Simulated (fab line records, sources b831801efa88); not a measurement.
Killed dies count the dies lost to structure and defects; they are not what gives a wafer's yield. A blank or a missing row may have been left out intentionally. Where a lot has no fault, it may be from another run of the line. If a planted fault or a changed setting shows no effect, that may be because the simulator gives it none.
fab line records + flow sky130
record
- lots=12
- wafers=36
- last-day=50
route steps=708 shown METAL3@565 METAL4@600 CAP2M@611 PAD_OPEN@708
lots that met no fault: taken from a fault-free run of the same line
start-h: start of the lot's first displayed wafer, in hours after the record's first day + wait-h: time in hours since the lot's previous step + " repeats the value in the row above + L1.1+2: several wafers, shown together as one row + - no value, or no start was given + * or withheld: withheld + < > ~ a bound
route shown NAME@n: NAME is a module with steps in the file, n the number in the route of the first one + usual: average and standard deviation across the fault-free wafers + same: alike in all rows + chamber/n: place in a boat + sites: each site's reading + _std_site: the standard deviation of these + _edge_site: inner sites' mean taken away from outer sites' mean + radius-mm: for every site, how far away it sits from the centre of the wafer + mask NAME#n: copy n + behind: tool/chamber where the wafer was last shaped + hold: cause of the lot's hold/its duration in hours/its outcome + device: the n, p or np transistor that did not switch + end of line: the route-end tests of the same wafers + a step with no rows: only its recipe + killed: not the wafer's yield, but the dies lost to structure and defects at the first sort + map: a wafer's dies, x killed, . not, _ none there
set.NAME: the setting the step ran with; set.NAME@STEP: the setting that earlier step ran with + model.NAME: the simulator's own value behind a step, which no gauge read
the route's steps for a sample of lots (tables are steps, rows are wafers)
services: when a tool's chamber went out of use (start-h, in hours from the record's first day, below 0 if earlier), for how many hours, and the reason
## steps
# step SKY_METAL3_DESCUM_15
# recipe
- chemistry=O2
- source-power-w=150
- bias-power-w=0
- pressure-mtorr=10
- temp-c=40
- time-s=8
# usual
- drypump-motor-current-A=5.8/0.39
- oes-product-au=1.007/0.011
- temp-c=40.01/0.1
| lot.wafer | tool         | chamber | start-h | wait-h | drypump-motor-current-A | oes-product-au | rf-hours-counter-h | temp-c |
|-----------|--------------|---------|---------|--------|-------------------------|----------------|--------------------|--------|
| L954.1    | rie-metal-01 | 0       | 893.02  | 0.0    | 6.3                     | 1.022          | 16                 | 39.95  |
| L954.5    | "            | 0       | "       | "      | 6.3                     | 1.013          | -                  | 39.87  |
| L954.6    | "            | 0       | "       | "      | 6.3                     | 1.005          | -                  | 39.87  |
| L956.1    | rie-metal-04 | 0       | 914.17  | 0.0    | 5.7                     | 1.003          | 1                  | 40.03  |
| L956.2    | "            | 1       | "       | "      | 6.0                     | 1.004          | 10                 | 40.12  |
| L956.4    | "            | 0       | "       | "      | 5.7                     | 0.996          | -                  | 39.97  |
| L958.3    | rie-metal-04 | 1       | 922.19  | 0.0    | 6.0                     | 1.007          | -                  | 40.09  |
| L958.4    | "            | 0       | "       | "      | 5.7                     | 1.003          | -                  | 39.99  |
| L958.6    | "            | 0       | "       | "      | 5.7                     | 1.003          | -                  | 40.12  |
| L961.2    | rie-metal-04 | 0       | 943.69  | 0.0    | 5.7                     | 1.012          | 2                  | 39.96  |
| L961.5    | "            | 0       | "       | "      | 5.7                     | 0.996          | -                  | 40.08  |
| L961.6    | "            | 1       | "       | "      | 6.0                     | 1.011          | -                  | 40.18  |
| L962.3    | rie-metal-04 | 1       | 948.03  | 0.0    | 6.0                     | 1.032          | -                  | 40.17  |
| L962.4    | "            | 0       | "       | "      | 5.7                     | 1.006          | -                  | 39.99  |
| L962.5    | "            | 0       | "       | "      | 5.7                     | 1.011          | -                  | 39.99  |
| L963.4    | rie-metal-04 | 0       | 960.33  | 0.0    | 5.7                     | 1.007          | -                  | 39.88  |
| L963.5    | "            | 0       | "       | "      | 5.7                     | 1.015          | -                  | 40.14  |
| L963.6    | "            | 1       | "       | "      | 6.0                     | 1.021          | -                  | 40.29  |
| L964.3    | rie-metal-02 | 0       | 967.83  | 0.0    | 5.5                     | 0.996          | -                  | 40.03  |
| L964.5    | "            | 1       | "       | "      | 5.7                     | 1.006          | -                  | 39.92  |
| L964.6    | "            | 0       | "       | "      | 5.5                     | 0.990          | -                  | 39.87  |
| L965.1    | rie-metal-01 | 0       | 968.92  | 0.0    | 6.3                     | 1.023          | 23                 | 39.85  |
| L965.3    | "            | 1       | "       | "      | 5.0                     | 1.007          | -                  | 40.00  |
| L965.5    | "            | 0       | "       | "      | 6.3                     | 1.003          | -                  | 39.88  |
| L966.2    | rie-metal-02 | 0       | 983.32  | 0.0    | 5.5                     | 0.985          | 13                 | 40.13  |
| L966.3    | "            | 1       | "       | "      | 5.7                     | 1.000          | -                  | 40.33  |
| L966.6    | "            | 1       | "       | "      | 5.6                     | 1.004          | -                  | 40.13  |
| L973.1    | rie-metal-02 | 1       | 1039.77 | 0.0    | 5.7                     | 0.995          | 12                 | 40.09  |
| L973.2    | "            | 1       | "       | "      | 5.7                     | 0.994          | -                  | 39.90  |
| L973.3    | "            | 1       | "       | "      | 5.7                     | 0.995          | -                  | 40.00  |
| L971.1    | rie-metal-01 | 0       | 1041.11 | 0.0    | 6.3                     | 1.013          | 2                  | 39.94  |
| L971.3    | "            | 0       | "       | "      | 6.3                     | 1.012          | -                  | 39.94  |
| L971.4    | "            | 1       | "       | "      | 5.0                     | 0.998          | -                  | 39.90  |
| L976.2    | rie-metal-02 | 1       | 1045.02 | 0.0    | 5.7                     | 1.004          | -                  | 39.97  |
| L976.3    | "            | 1       | "       | "      | 5.7                     | 1.001          | -                  | 40.11  |
| L976.5    | "            | 1       | "       | "      | 5.7                     | 0.995          | -                  | 40.03  |
# step SKY_METAL4_SPUTTER_02
# recipe
- material=AlCu
- target-thk-nm=735
- power-w=10600
- time-s=39.1
- chamber-pressure-pa=0.4
# usual
- throttle-valve-pct=30.0/1.3
| lot.wafer | tool           | chamber | start-h | wait-h | throttle-valve-pct |
|-----------|----------------|---------|---------|--------|--------------------|
| L954.1    | pvd-sputter-01 | -       | 920.34  | 0.0    | 33.2               |
| L954.5    | "              | -       | "       | "      | 32.8               |
| L954.6    | "              | -       | "       | "      | 28.6               |
| L956.1    | pvd-sputter-02 | -       | 941.99  | 0.0    | 30.1               |
| L956.2    | "              | -       | "       | "      | 28.9               |
| L956.4    | "              | -       | "       | "      | 31.3               |
| L958.3    | pvd-sputter-02 | -       | 949.64  | 0.0    | 29.3               |
| L958.4    | "              | -       | "       | "      | 30.2               |
| L958.6    | "              | -       | "       | "      | 30.9               |
| L961.2    | pvd-sputter-01 | -       | 970.53  | 0.0    | 29.6               |
| L961.5    | "              | -       | "       | "      | 29.7               |
| L961.6    | "              | -       | "       | "      | 28.4               |
| L962.3    | pvd-sputter-02 | -       | 974.93  | 0.0    | 29.4               |
| L962.4    | "              | -       | "       | "      | 30.2               |
| L962.5    | "              | -       | "       | "      | 29.3               |
| L963.4    | pvd-sputter-02 | -       | 986.87  | 0.0    | 29.3               |
| L963.5    | "              | -       | "       | "      | 29.2               |
| L963.6    | "              | -       | "       | "      | 30.3               |
| L964.3    | pvd-sputter-03 | -       | 993.77  | 0.0    | 28.2               |
| L964.5    | "              | -       | "       | "      | 29.7               |
| L964.6    | "              | -       | "       | "      | 28.1               |
| L965.1    | pvd-sputter-01 | -       | 994.62  | 0.0    | 29.8               |
| L965.3    | "              | -       | "       | "      | 33.0               |
| L965.5    | "              | -       | "       | "      | 29.7               |
| L966.2    | pvd-sputter-01 | -       | 1008.32 | 0.0    | 29.3               |
| L966.3    | "              | -       | "       | "      | 29.7               |
| L966.6    | "              | -       | "       | "      | 29.9               |
| L973.1    | pvd-sputter-03 | -       | 1063.87 | 0.0    | 28.0               |
| L973.2    | "              | -       | "       | "      | 29.7               |
| L973.3    | "              | -       | "       | "      | 29.7               |
| L971.1    | pvd-sputter-01 | -       | 1065.52 | 0.0    | 29.7               |
| L971.3    | "              | -       | "       | "      | 33.0               |
| L971.4    | "              | -       | "       | "      | 28.8               |
| L976.2    | pvd-sputter-01 | -       | 1070.08 | 0.0    | 28.7               |
| L976.3    | "              | -       | "       | "      | 29.8               |
| L976.5    | "              | -       | "       | "      | 33.4               |
# step SKY_CAP2M_SOFTBAKE_08
# recipe
- temp-c=90
- time-s=60
- resist=NOVOLAK
# usual
- heater-power-total-W=56.60/0.042
- plate-temp-C=90.03/0.12
- resist-line-temp-C=22.98/0.091
| lot.wafer | tool           | chamber | start-h | wait-h | heater-power-total-W | plate-temp-C | resist-line-temp-C |
|-----------|----------------|---------|---------|--------|----------------------|--------------|--------------------|
| L954.1    | litho-track-03 | 0       | 932.75  | 0.1    | 56.65                | 89.99        | 23.14              |
| L954.5    | "              | 0       | "       | "      | 56.64                | 90.04        | 23.06              |
| L954.6    | "              | 0       | "       | "      | 56.61                | 89.94        | 23.04              |
| L956.1    | litho-track-01 | 0       | 953.11  | 0.1    | 56.60                | 89.99        | 23.22              |
| L956.2    | "              | 0       | "       | "      | 56.58                | 89.89        | 23.05              |
| L956.4    | "              | 0       | "       | "      | 56.57                | 90.16        | 22.88              |
| L958.3    | litho-track-01 | 0       | 962.66  | 0.1    | 56.62                | 89.94        | 22.99              |
| L958.4    | "              | 0       | "       | "      | 56.60                | 90.00        | 23.11              |
| L958.6    | "              | 0       | "       | "      | 56.63                | 89.91        | 22.95              |
| L961.2    | litho-track-04 | 0       | 981.88  | 0.1    | 56.61                | 90.06        | 23.11              |
| L961.5    | "              | 0       | "       | "      | 56.58                | 90.18        | 22.99              |
| L961.6    | "              | 0       | "       | "      | 56.61                | 90.07        | 23.05              |
| L962.3    | litho-track-03 | 0       | 987.80  | 0.1    | 56.61                | 90.03        | 23.04              |
| L962.4    | "              | 0       | "       | "      | 56.58                | 89.99        | 22.83              |
| L962.5    | "              | 0       | "       | "      | 56.59                | 89.79        | 22.94              |
| L963.4    | litho-track-03 | 0       | 998.68  | 0.1    | 56.63                | 90.23        | 22.99              |
| L963.5    | "              | 0       | "       | "      | 56.61                | 90.09        | 23.05              |
| L963.6    | "              | 0       | "       | "      | 56.65                | 90.18        | 22.81              |
| L964.3    | litho-track-01 | 0       | 1004.76 | 0.1    | 56.59                | 90.08        | 22.94              |
| L964.5    | "              | 0       | "       | "      | 56.66                | 90.08        | 22.87              |
| L964.6    | "              | 0       | "       | "      | 56.61                | 90.06        | 22.81              |
| L965.1    | litho-track-01 | 0       | 1005.31 | 0.1    | 56.67                | 89.97        | 22.94              |
| L965.3    | "              | 0       | "       | "      | 56.51                | 90.12        | 23.00              |
| L965.5    | "              | 0       | "       | "      | 56.63                | 89.93        | 23.07              |
| L966.2    | litho-track-01 | 0       | 1019.64 | 0.1    | 56.55                | 90.04        | 22.88              |
| L966.3    | "              | 0       | "       | "      | 56.63                | 89.85        | 22.99              |
| L966.6    | "              | 0       | "       | "      | 56.61                | 89.87        | 23.07              |
| L973.1    | litho-track-01 | 0       | 1073.96 | 0.1    | 53.19                | 86.21        | 22.86              |
| L973.2    | "              | 0       | "       | "      | 53.22                | 86.14        | 23.02              |
| L973.3    | "              | 0       | "       | "      | 53.19                | 86.17        | 22.93              |
| L971.1    | litho-track-01 | 0       | 1075.21 | 0.1    | 53.11                | 86.28        | 22.92              |
| L971.3    | "              | 0       | "       | "      | 53.20                | 86.13        | 23.03              |
| L971.4    | "              | 0       | "       | "      | 53.25                | 86.29        | 23.14              |
| L976.2    | litho-track-04 | 0       | 1080.48 | 0.1    | 56.61                | 90.00        | 22.96              |
| L976.3    | "              | 0       | "       | "      | 56.59                | 89.97        | 22.95              |
| L976.5    | "              | 0       | "       | "      | 56.66                | 90.03        | 23.13              |
# step SKY_CAP2M_OVL_MEAS_12
# usual
- CAP2M_OVL=0.1/1.3
| lot.wafer | tool       | chamber | start-h | wait-h | CAP2M_OVL[nm] |
|-----------|------------|---------|---------|--------|---------------|
| L954.1    | overlay-02 | -       | 944.66  | 0.1    | -0.9          |
| L954.5    | "          | -       | "       | "      | 0.5           |
| L954.6    | "          | -       | "       | "      | 0.7           |
| L956.1    | overlay-01 | -       | 965.95  | 0.1    | 0.0           |
| L956.2    | "          | -       | "       | "      | 0.4           |
| L956.4    | "          | -       | "       | "      | -0.3          |
| L958.3    | overlay-01 | -       | 974.16  | 0.1    | -0.3          |
| L958.4    | "          | -       | "       | "      | -2.7          |
| L958.6    | "          | -       | "       | "      | -0.5          |
| L961.2    | overlay-01 | -       | 995.41  | 0.1    | 1.3           |
| L961.5    | "          | -       | "       | "      | 2.3           |
| L961.6    | "          | -       | "       | "      | 1.4           |
| L962.3    | overlay-02 | -       | 998.81  | 0.1    | 1.9           |
| L962.4    | "          | -       | "       | "      | -0.9          |
| L962.5    | "          | -       | "       | "      | 2.8           |
| L963.4    | overlay-02 | -       | 1010.07 | 0.1    | 1.8           |
| L963.5    | "          | -       | "       | "      | 0.1           |
| L963.6    | "          | -       | "       | "      | -1.2          |
| L964.3    | overlay-02 | -       | 1017.06 | 0.1    | 0.6           |
| L964.5    | "          | -       | "       | "      | 0.1           |
| L964.6    | "          | -       | "       | "      | 0.6           |
| L965.1    | overlay-01 | -       | 1017.35 | 0.1    | -1.7          |
| L965.3    | "          | -       | "       | "      | 0.0           |
| L965.5    | "          | -       | "       | "      | 0.8           |
| L966.2    | overlay-01 | -       | 1029.56 | 0.1    | 0.5           |
| L966.3    | "          | -       | "       | "      | 0.1           |
| L966.6    | "          | -       | "       | "      | -1.3          |
| L973.1    | overlay-01 | -       | 1084.16 | 0.1    | 1.0           |
| L973.2    | "          | -       | "       | "      | 0.4           |
| L973.3    | "          | -       | "       | "      | -1.0          |
| L971.1    | overlay-01 | -       | 1086.25 | 0.1    | 2.5           |
| L971.3    | "          | -       | "       | "      | 0.2           |
| L971.4    | "          | -       | "       | "      | 0.9           |
| L976.2    | overlay-01 | -       | 1090.61 | 0.1    | -0.5          |
| L976.3    | "          | -       | "       | "      | 0.1           |
| L976.5    | "          | -       | "       | "      | -0.4          |
# step SKY_PAD_OPEN_PROBE_99
# usual
- defect-limited-yield=82.8/1.9
- killed_at_M0_to_M3=42/6.3
- killed_at_M4_up=3.2/1.9
- killed-at-contacts=24/5.8
- killed-at-front-end=15/4.3
- killed-at-other=0.2/0.62
- killed-dies=85/9.3
- killed-open=46/6.8
- killed-short=38/6.1
- sort_bin_3_pad_short=0.8/0.43
- sort_bin_5_function=10.2/1.5
- sort_bin_6_memory=6.2/1.1
- sort-n-pass=407/9.3
- sort-yield-pct=82.8/1.9
# same
- gross-dies=492
- killed-at-back-side=0
- sort_bin_4_leakage[%]=0
- sort_bin_8_speed[%]=0
| lot.wafer | tool      | chamber | start-h | wait-h | defect-limited-yield[%] | killed_at_M0_to_M3 | killed_at_M4_up | killed-at-contacts | killed-at-front-end | killed-at-other | killed-dies | killed-open | killed-short | sort_bin_3_pad_short[%] | sort_bin_5_function[%] | sort_bin_6_memory[%] | sort-n-pass | sort-yield-pct[%] |
|-----------|-----------|---------|---------|--------|-------------------------|--------------------|-----------------|--------------------|---------------------|-----------------|-------------|-------------|--------------|-------------------------|------------------------|----------------------|-------------|-------------------|
| L971.1    | prober-01 | -       | 1184.41 | 0.1    | 84.6                    | 39                 | 2               | 23                 | 12                  | 0               | 76          | 46          | 30           | 0.4                     | 9.1                    | 5.9                  | 416         | 84.6              |
| L971.3    | prober-01 | -       | 1184.51 | 0.2    | 81.9                    | 50                 | 3               | 28                 | 8                   | 0               | 89          | 49          | 40           | 1.0                     | 9.3                    | 7.7                  | 403         | 81.9              |
| L971.4    | prober-01 | -       | 1184.56 | 0.2    | 81.5                    | 40                 | 5               | 33                 | 13                  | 0               | 91          | 55          | 35           | 0.2                     | 11.2                   | 7.1                  | 401         | 81.5              |
# killed by level:class
L971.1 VIA1:geometric-particle:open=14 LI_CONTACT:geometric-particle:open=10 VIA3:geometric-particle:open=6 FIELD_ISO:geometric-particle:short=5 LI_CONTACT:geometric-particle:short=5 CONTACT:geometric-particle:open=5 METAL2:geometric-particle:short=5 METAL1:geometric-particle:open=4
L971.3 LI_CONTACT:geometric-particle:open=11 VIA1:geometric-particle:open=9 METAL2:geometric-particle:short=7 VIA3:geometric-particle:open=7 CONTACT:geometric-particle:short=5 VIA2:geometric-particle:open=5 VIA3:geometric-particle:short=5 CONTACT:geometric-particle:open=4
L971.4 VIA1:geometric-particle:open=13 CONTACT:geometric-particle:open=10 LI_CONTACT:geometric-particle:open=8 VIA3:geometric-particle:open=8 METAL2:geometric-particle:short=6 FIELD_ISO:geometric-particle:open=5 CONTACT:geometric-particle:short=5 POLY_GATE:geometric-particle:open=4
## services
| tool           | chamber | start-h | hours | kind           |
|----------------|---------|---------|-------|----------------|
| pvd-sputter-03 | -       | 873.25  | 0.6   | repair         |
| rie-metal-04   | -       | 878.60  | 28.1  | pm             |
| rie-metal-01   | 1       | 891.50  | 63.0  | repair         |
| rie-metal-01   | 0       | 982.90  | -     | clean          |
| rie-metal-01   | 0       | 982.90  | 26.1  | scheduled-down |
| rie-metal-01   | 0       | 982.90  | 26.1  | vent-cycle     |
| rie-metal-02   | 1       | 994.78  | 12.1  | repair         |
| rie-metal-01   | 1       | 1001.88 | 12.3  | repair         |
| pvd-sputter-03 | -       | 1020.89 | 9.8   | repair         |
| rie-metal-02   | -       | 1054.93 | 0.3   | repair         |
| pvd-sputter-02 | -       | 1060.50 | 0.9   | repair         |
| pvd-sputter-02 | -       | 1063.43 | 0.7   | repair         |
## key
first-sign
- step=SKY_CAP2M_SOFTBAKE_08
- reading=heater-power-total-W
- direction=down
- sigmas=81
- usual=*
- struck=*
effect
- step=SKY_CAP2M_SOFTBAKE_08
- reading=plate-temp-C
- direction=down
- sigmas=33
- usual=*
- struck=*
met-at SKY_CAP2M_SOFTBAKE_08
struck-lots L971,L973
not-acting-at SKY_METAL3_DESCUM_15,SKY_METAL4_SPUTTER_02,SKY_CAP2M_OVL_MEAS_12
onset-between 1019.64 1073.96
fault
- kind=process-parameter-drift
- tool=litho-track-01
- chamber=-
- onset-h=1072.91
- steps=SKY_CAP2M_SOFTBAKE_08
- channel=temp-c
- offset=*
- shape=step
- end-h=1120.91
- acts-in=*
- stated=*
